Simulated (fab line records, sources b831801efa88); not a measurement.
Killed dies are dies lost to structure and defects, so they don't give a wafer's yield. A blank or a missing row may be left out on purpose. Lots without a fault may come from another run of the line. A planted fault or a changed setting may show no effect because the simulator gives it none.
A struck lot beside a sound one | flow sky130 | 20 steps out of a route of 708
Sound: wafers L585.1, L585.3, L585.5. Struck: wafers L590.2, L590.3, L590.5. The cause comes at the end.
At each step with rows: each side's tool, then ch and its chambers, then its first start. Under that, the readings that differ: sound wafers | struck wafers | difference of the means | sigmas: that difference in standard deviations of wafers without a fault.
alike: readings whose means differ by less than 2 such deviations, and words and numbers that are the same on both sides. not compared: withheld readings, readings that some wafer has no value for, bounds like >300 that may hide the same value, and numbers for which the record gives no deviation and whose values overlap.
The two part at a step that has a row with sigmas, a row that says differs or no value, or rows on one side only. Numbers that don't overlap but have no deviation are shown without sigmas and don't part them. A reading that every wafer of one side lacks parts them only if that side has two wafers or more.

first, 1 step without rows for these wafers: SKY_RES_XHIGH_IMPLANT_07.
SKY_RES_XHIGH_STRIP_08: strips in O2/N2.
  sound on plasma_asher-03 ch 0,1, day 27 17:52; struck on plasma_asher-02 ch 0,1, day 29 12:37
  alike: drypump_motor_current_A, oes_product_au, strip_time_to_endpoint_s
  not compared: rf_hours_counter_h
SKY_RES_XHIGH_TW_MEAS_09:
  sound on film_metro-03, day 27 17:58; struck on film_metro-04, day 29 12:43
  alike: RES_XHIGH_TW
then, 7 steps without rows for these wafers: SKY_SD_N_DEHYDRATE_00 (time 60 s); SKY_SD_N_HMDS_01 (prime time 60 s); SKY_SD_N_COAT_02 (resist thk 1140 nm); SKY_SD_N_SOFTBAKE_03 (time 60 s); SKY_SD_N_EXPOSE_04 (exposes mask NSDM, target cd 380 nm); SKY_SD_N_PEB_05; SKY_SD_N_DEVELOP_06 (develop time 60 s).
SKY_SD_N_CD_MEAS_07: target cd 380 nm.
  sound on cd_sem-01, day 28 20:58; struck on cd_sem-01, day 30 17:05
  alike: cd_nm
SKY_SD_N_OVL_MEAS_08:
  sound on overlay-02, day 28 21:05; struck on overlay-02, day 30 17:11
  alike: SD_N_OVL
SKY_SD_N_IMPLANT_09:
  sound on implanter-02 ch 0, day 28 21:07; struck on implanter-03 ch 0, day 30 17:14
  reading                   | sound             | struck            | difference | sigmas
  implant_ion_amu           | 75 75 75          | 31 31 31          | -44        |
  model.implant.rp_nm (nm)  | 32.39 32.39 32.39 | 61.23 61.23 61.23 | +28.84     |
  model.implant.drp_nm (nm) | 14.11 14.11 14.11 | 25.6 25.6 25.6    | +11.5      |
then, 1 step without rows for these wafers: SKY_SD_N_IMPLANT_10.
SKY_SD_N_STRIP_11: strips in O2/N2.
  sound on plasma_asher-03 ch 0,1, day 28 21:25; struck on plasma_asher-04 ch 0, day 30 17:31
  reading                      | sound             | struck            | difference | sigmas
  oes_product_au (a.u.)        | 0.523 0.529 0.534 | 0.498 0.501 0.491 | -0.032     | -8
  strip_time_to_endpoint_s (s) | 22.57 22.59 22.57 | 25.14 25.12 25.16 | +2.56      | +61
  alike: drypump_motor_current_A
  not compared: rf_hours_counter_h
SKY_SD_N_TW_MEAS_12:
  sound on film_metro-03, day 28 21:31; struck on film_metro-03, day 30 17:37
  reading | sound          | struck         | difference | sigmas
  SD_N_TW | 4029 4015 4036 | 4481 4480 4463 | +448       | +9
then, 1 step without rows for these wafers: SKY_SD_N_CLEAN_13 (cleans in SC1/SC2, time 150 s).
SKY_SD_N_RTA_14: time 2 s.
  sound on rtp_anneal-01 ch 0, day 28 21:37; struck on rtp_anneal-02 ch 0, day 30 17:44
  alike: lamp_power_pct, wafer_temp_C_max
SKY_SD_N_RS_MEAS_16: measures by four-point-probe.
  sound on film_metro-01, day 28 21:48; struck on film_metro-01, day 30 17:55
  reading          | sound             | struck            | difference | sigmas
  SD_N_RS (ohm/sq) | 68.47 68.41 68.27 | 30.61 30.62 30.54 | -37.79     | -99 or more
SKY_SD_N_RS_MEAS_17: measures by four-point-probe.
  sound on film_metro-01, day 28 21:55; struck on film_metro-01, day 30 18:02
  alike: SD_P_RS

WHERE THEY PART
First at SKY_SD_N_STRIP_11; last, within this record, at SKY_SD_N_RS_MEAS_16. Later steps at which nothing parts them and some readings are alike: SKY_SD_N_RS_MEAS_17.

WHY: what the simulator had put in
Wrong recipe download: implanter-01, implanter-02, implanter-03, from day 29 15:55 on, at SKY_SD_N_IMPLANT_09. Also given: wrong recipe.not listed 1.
